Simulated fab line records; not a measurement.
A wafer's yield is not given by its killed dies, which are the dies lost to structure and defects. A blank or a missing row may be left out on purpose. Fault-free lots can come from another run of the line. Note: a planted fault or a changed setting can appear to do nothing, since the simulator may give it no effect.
Which tool did it? || flow sky130 || 33 wafers from 11 lots sampled at 5 of the route's 708 steps

== WHAT THE GAUGES READ, wafer by wafer ==
SKY_METAL5_RS_MEAS_05: uses a four-point probe to measure. Usual: METAL5_ALCU_RS typically reads 0.0271 ohm/sq, with standard deviation 0.00031.
{"lot": "L347", "measured": "day 42 21:22", "on": "filmMetro-01", "METAL5_ALCU_RS (ohm/sq)": "0.0279 0.0276 0.0271", "flag": ""}
{"lot": "L348", "measured": "day 43 00:49", "on": "filmMetro-02", "METAL5_ALCU_RS (ohm/sq)": "0.0270 0.0276 0.0275", "flag": ""}
{"lot": "L349", "measured": "day 43 12:30", "on": "filmMetro-01", "METAL5_ALCU_RS (ohm/sq)": "0.0267 0.0275 0.0268", "flag": ""}
{"lot": "L350", "measured": "day 43 15:05", "on": "filmMetro-02", "METAL5_ALCU_RS (ohm/sq)": "0.0267 0.0273 0.0267", "flag": ""}
{"lot": "L351", "measured": "day 44 04:07", "on": "filmMetro-03", "METAL5_ALCU_RS (ohm/sq)": "0.0273 0.0269 0.0266", "flag": ""}
{"lot": "L359", "measured": "day 46 00:11", "on": "filmMetro-03", "METAL5_ALCU_RS (ohm/sq)": "0.0275 0.0273 0.0274", "flag": ""}
{"lot": "L361", "measured": "day 46 17:53", "on": "filmMetro-02", "METAL5_ALCU_RS (ohm/sq)": "0.0268 0.0272 0.0273", "flag": ""}
{"lot": "L362", "measured": "day 46 22:16", "on": "filmMetro-03", "METAL5_ALCU_RS (ohm/sq)": "0.0273 0.0277 0.0275", "flag": ""}
{"lot": "L364", "measured": "day 47 15:21", "on": "filmMetro-01", "METAL5_ALCU_RS (ohm/sq)": "0.0275 0.0270 0.0265", "flag": ""}
{"lot": "L366", "measured": "day 48 19:45", "on": "filmMetro-01", "METAL5_ALCU_RS (ohm/sq)": "0.0265 0.0271 0.0271", "flag": ""}
{"lot": "L365", "measured": "day 49 00:22", "on": "filmMetro-02", "METAL5_ALCU_RS (ohm/sq)": "0.0271 0.0272 0.0269", "flag": ""}

SKY_METAL5_THK_MEAS_06: measures by xrf. Usual: METAL5_ALCU_THK typically reads 1141 nm, with standard deviation 14.
{"lot": "L347", "measured": "day 42 21:28", "on": "filmMetro-01", "METAL5_ALCU_THK (nm)": "1117 1120 1140", "flag": ""}
{"lot": "L348", "measured": "day 43 00:56", "on": "filmMetro-02", "METAL5_ALCU_THK (nm)": "1147 1123 1132", "flag": ""}
{"lot": "L349", "measured": "day 43 12:37", "on": "filmMetro-01", "METAL5_ALCU_THK (nm)": "1163 1126 1199", "flag": ""}
{"lot": "L350", "measured": "day 43 15:12", "on": "filmMetro-02", "METAL5_ALCU_THK (nm)": "1162 1135 1162", "flag": ""}
{"lot": "L351", "measured": "day 44 04:14", "on": "filmMetro-03", "METAL5_ALCU_THK (nm)": "1177 1191 1160", "flag": ""}
{"lot": "L359", "measured": "day 46 00:19", "on": "filmMetro-03", "METAL5_ALCU_THK (nm)": "1118 1138 1131", "flag": ""}
{"lot": "L361", "measured": "day 46 18:01", "on": "filmMetro-02", "METAL5_ALCU_THK (nm)": "1159 1135 1134", "flag": ""}
{"lot": "L362", "measured": "day 46 22:23", "on": "filmMetro-03", "METAL5_ALCU_THK (nm)": "1125 1120 1126", "flag": ""}
{"lot": "L364", "measured": "day 47 15:26", "on": "filmMetro-01", "METAL5_ALCU_THK (nm)": "1127 1139 1159", "flag": ""}
{"lot": "L366", "measured": "day 48 19:51", "on": "filmMetro-01", "METAL5_ALCU_THK (nm)": "1156 1139 1145", "flag": ""}
{"lot": "L365", "measured": "day 49 00:29", "on": "filmMetro-02", "METAL5_ALCU_THK (nm)": "1138 1145 1143", "flag": ""}

== EACH LOT AND THE TOOL THAT RAN IT (in order: tool; ch and the chambers of the sampled wafers; start) ==
{"lot": "L347", "SKY_METAL4_STRIP_19": "plasmaAsher-02 ch 0,1, day 41 19:31", "SKY_VIA4_STRIP_13": "plasmaAsher-04 ch 0,1, day 42 19:52", "SKY_METAL5_SPUTTER_04": "pvdSputter-03, day 42 21:16"}
{"lot": "L348", "SKY_METAL4_STRIP_19": "plasmaAsher-01 ch 0,1, day 41 23:43", "SKY_VIA4_STRIP_13": "plasmaAsher-01 ch 1, day 42 23:21", "SKY_METAL5_SPUTTER_04": "pvdSputter-02, day 43 00:45"}
{"lot": "L349", "SKY_METAL4_STRIP_19": "plasmaAsher-02 ch 0,1, day 42 10:46", "SKY_VIA4_STRIP_13": "plasmaAsher-01 ch 0,1, day 43 11:03", "SKY_METAL5_SPUTTER_04": "pvdSputter-03, day 43 12:27"}
{"lot": "L350", "SKY_METAL4_STRIP_19": "plasmaAsher-03 ch 0,1, day 42 13:40", "SKY_VIA4_STRIP_13": "plasmaAsher-03 ch 1, day 43 13:36", "SKY_METAL5_SPUTTER_04": "pvdSputter-02, day 43 15:02"}
{"lot": "L351", "SKY_METAL4_STRIP_19": "plasmaAsher-03 ch 0,1, day 43 03:29", "SKY_VIA4_STRIP_13": "plasmaAsher-01 ch 0,1, day 44 02:39", "SKY_METAL5_SPUTTER_04": "pvdSputter-03, day 44 04:03"}
{"lot": "L359", "SKY_METAL4_STRIP_19": "plasmaAsher-01 ch 0,1, day 45 00:13", "SKY_VIA4_STRIP_13": "plasmaAsher-04 ch 0, day 45 22:44", "SKY_METAL5_SPUTTER_04": "pvdSputter-04, day 46 00:08"}
{"lot": "L361", "SKY_METAL4_STRIP_19": "plasmaAsher-02 ch 0, day 45 18:14", "SKY_VIA4_STRIP_13": "plasmaAsher-03 ch 0, day 46 16:11", "SKY_METAL5_SPUTTER_04": "pvdSputter-03, day 46 17:50"}
{"lot": "L362", "SKY_METAL4_STRIP_19": "plasmaAsher-02 ch 1, day 45 23:28", "SKY_VIA4_STRIP_13": "plasmaAsher-03 ch 1, day 46 20:47", "SKY_METAL5_SPUTTER_04": "pvdSputter-03, day 46 22:13"}
{"lot": "L364", "SKY_METAL4_STRIP_19": "plasmaAsher-02 ch 0,1, day 46 16:30", "SKY_VIA4_STRIP_13": "plasmaAsher-03 ch 0,1, day 47 13:23", "SKY_METAL5_SPUTTER_04": "pvdSputter-03, day 47 15:16"}
{"lot": "L366", "SKY_METAL4_STRIP_19": "plasmaAsher-01 ch 0,1, day 47 23:15", "SKY_VIA4_STRIP_13": "plasmaAsher-03 ch 0,1, day 48 18:17", "SKY_METAL5_SPUTTER_04": "pvdSputter-03, day 48 19:40"}
{"lot": "L365", "SKY_METAL4_STRIP_19": "plasmaAsher-03 ch 0,1, day 48 03:14", "SKY_VIA4_STRIP_13": "plasmaAsher-03 ch 0,1, day 48 22:53", "SKY_METAL5_SPUTTER_04": "pvdSputter-02, day 49 00:18"}
- SKY_METAL4_STRIP_19: strips in O2/N2.
- SKY_VIA4_STRIP_13: strips in O2/N2.
- SKY_METAL5_SPUTTER_04: material TiN, target thk 70 nm, time 58.3 s.

== WHAT THE TOOLS THEMSELVES READ (means of the sampled wafers that have a number; where no wafer has one, the mark that the record gives instead) ==
SKY_METAL4_STRIP_19. Usual: drypumpMotorCurrentA 6.0 A, standard deviation 0.56; oesProductAu 0.512 a.u., standard deviation 0.0064; stripTimeToEndpointS 6.78 s, standard deviation 0.094.
{"lot": "L347", "tool": "plasmaAsher-02", "drypumpMotorCurrentA (A)": 6.1, "oesProductAu (a.u.)": 0.511, "stripTimeToEndpointS (s)": 6.72, "flag": ""}
{"lot": "L348", "tool": "plasmaAsher-01", "drypumpMotorCurrentA (A)": 6.3, "oesProductAu (a.u.)": 0.516, "stripTimeToEndpointS (s)": 6.86, "flag": ""}
{"lot": "L349", "tool": "plasmaAsher-02", "drypumpMotorCurrentA (A)": 6.1, "oesProductAu (a.u.)": 0.506, "stripTimeToEndpointS (s)": 6.73, "flag": ""}
{"lot": "L350", "tool": "plasmaAsher-03", "drypumpMotorCurrentA (A)": 6.3, "oesProductAu (a.u.)": 0.511, "stripTimeToEndpointS (s)": 6.79, "flag": ""}
{"lot": "L351", "tool": "plasmaAsher-03", "drypumpMotorCurrentA (A)": 5.9, "oesProductAu (a.u.)": 0.503, "stripTimeToEndpointS (s)": 6.60, "flag": ""}
{"lot": "L359", "tool": "plasmaAsher-01", "drypumpMotorCurrentA (A)": 6.0, "oesProductAu (a.u.)": 0.515, "stripTimeToEndpointS (s)": 6.86, "flag": ""}
{"lot": "L361", "tool": "plasmaAsher-02", "drypumpMotorCurrentA (A)": 5.2, "oesProductAu (a.u.)": 0.513, "stripTimeToEndpointS (s)": 6.80, "flag": ""}
{"lot": "L362", "tool": "plasmaAsher-02", "drypumpMotorCurrentA (A)": 6.6, "oesProductAu (a.u.)": 0.509, "stripTimeToEndpointS (s)": 6.62, "flag": ""}
{"lot": "L364", "tool": "plasmaAsher-02", "drypumpMotorCurrentA (A)": 6.1, "oesProductAu (a.u.)": 0.513, "stripTimeToEndpointS (s)": 6.82, "flag": ""}
{"lot": "L366", "tool": "plasmaAsher-01", "drypumpMotorCurrentA (A)": 6.3, "oesProductAu (a.u.)": 0.511, "stripTimeToEndpointS (s)": 6.69, "flag": ""}
{"lot": "L365", "tool": "plasmaAsher-03", "drypumpMotorCurrentA (A)": 6.3, "oesProductAu (a.u.)": 0.514, "stripTimeToEndpointS (s)": 6.81, "flag": ""}

SKY_VIA4_STRIP_13. Usual: drypumpMotorCurrentA 6.0 A, standard deviation 0.52; oesProductAu 0.709 a.u., standard deviation 0.0042; stripTimeToEndpointS 12.798 s, standard deviation 0.028.
{"lot": "L347", "tool": "plasmaAsher-04", "drypumpMotorCurrentA (A)": 5.7, "oesProductAu (a.u.)": 0.709, "stripTimeToEndpointS (s)": 12.803, "flag": ""}
{"lot": "L348", "tool": "plasmaAsher-01", "drypumpMotorCurrentA (A)": 6.5, "oesProductAu (a.u.)": 0.708, "stripTimeToEndpointS (s)": 12.807, "flag": ""}
{"lot": "L349", "tool": "plasmaAsher-01", "drypumpMotorCurrentA (A)": 6.0, "oesProductAu (a.u.)": 0.715, "stripTimeToEndpointS (s)": 12.805, "flag": ""}
{"lot": "L350", "tool": "plasmaAsher-03", "drypumpMotorCurrentA (A)": 5.5, "oesProductAu (a.u.)": 0.710, "stripTimeToEndpointS (s)": 12.813, "flag": ""}
{"lot": "L351", "tool": "plasmaAsher-01", "drypumpMotorCurrentA (A)": 6.3, "oesProductAu (a.u.)": 0.710, "stripTimeToEndpointS (s)": 12.790, "flag": ""}
{"lot": "L359", "tool": "plasmaAsher-04", "drypumpMotorCurrentA (A)": 6.5, "oesProductAu (a.u.)": 0.706, "stripTimeToEndpointS (s)": 12.788, "flag": ""}
{"lot": "L361", "tool": "plasmaAsher-03", "drypumpMotorCurrentA (A)": 6.7, "oesProductAu (a.u.)": 0.710, "stripTimeToEndpointS (s)": 12.801, "flag": ""}
{"lot": "L362", "tool": "plasmaAsher-03", "drypumpMotorCurrentA (A)": 5.5, "oesProductAu (a.u.)": 0.710, "stripTimeToEndpointS (s)": 12.787, "flag": ""}
{"lot": "L364", "tool": "plasmaAsher-03", "drypumpMotorCurrentA (A)": 6.3, "oesProductAu (a.u.)": 0.706, "stripTimeToEndpointS (s)": 12.830, "flag": ""}
{"lot": "L366", "tool": "plasmaAsher-03", "drypumpMotorCurrentA (A)": 6.3, "oesProductAu (a.u.)": 0.707, "stripTimeToEndpointS (s)": 12.851, "flag": ""}
{"lot": "L365", "tool": "plasmaAsher-03", "drypumpMotorCurrentA (A)": 5.9, "oesProductAu (a.u.)": 0.710, "stripTimeToEndpointS (s)": 12.791, "flag": ""}

SKY_METAL5_SPUTTER_04. Usual: throttleValvePct 30.1 %, standard deviation 0.61.
{"lot": "L347", "tool": "pvdSputter-03", "throttleValvePct (%)": 30.2, "flag": ""}
{"lot": "L348", "tool": "pvdSputter-02", "throttleValvePct (%)": 30.5, "flag": ""}
{"lot": "L349", "tool": "pvdSputter-03", "throttleValvePct (%)": 30.0, "flag": ""}
{"lot": "L350", "tool": "pvdSputter-02", "throttleValvePct (%)": 29.8, "flag": ""}
{"lot": "L351", "tool": "pvdSputter-03", "throttleValvePct (%)": 29.8, "flag": ""}
{"lot": "L359", "tool": "pvdSputter-04", "throttleValvePct (%)": 30.3, "flag": ""}
{"lot": "L361", "tool": "pvdSputter-03", "throttleValvePct (%)": 30.2, "flag": ""}
{"lot": "L362", "tool": "pvdSputter-03", "throttleValvePct (%)": 29.8, "flag": ""}
{"lot": "L364", "tool": "pvdSputter-03", "throttleValvePct (%)": 29.9, "flag": ""}
{"lot": "L366", "tool": "pvdSputter-03", "throttleValvePct (%)": 30.1, "flag": ""}
{"lot": "L365", "tool": "pvdSputter-02", "throttleValvePct (%)": 30.5, "flag": ""}

== THE ANSWER, worked out from the rows above alone ==
Rule: lot off if the mean of its wafers having a number is beyond 3 standard deviations from the usual mean. Also off: a lot with no number at a reading for which 4 or more lots have one. Any other lot the step has rows for is counted as sound. Order of review: gauges by route order, followed by the tools' own readings, for which a lot's mean as printed above is used. The first step at which some lot is off is used, and at that step the reading that is off furthest; a lot without a number counts as furthest.
No lot is off at any reading shown: from this, nothing can be told.

== WHAT THE SIMULATOR PUT IN ==
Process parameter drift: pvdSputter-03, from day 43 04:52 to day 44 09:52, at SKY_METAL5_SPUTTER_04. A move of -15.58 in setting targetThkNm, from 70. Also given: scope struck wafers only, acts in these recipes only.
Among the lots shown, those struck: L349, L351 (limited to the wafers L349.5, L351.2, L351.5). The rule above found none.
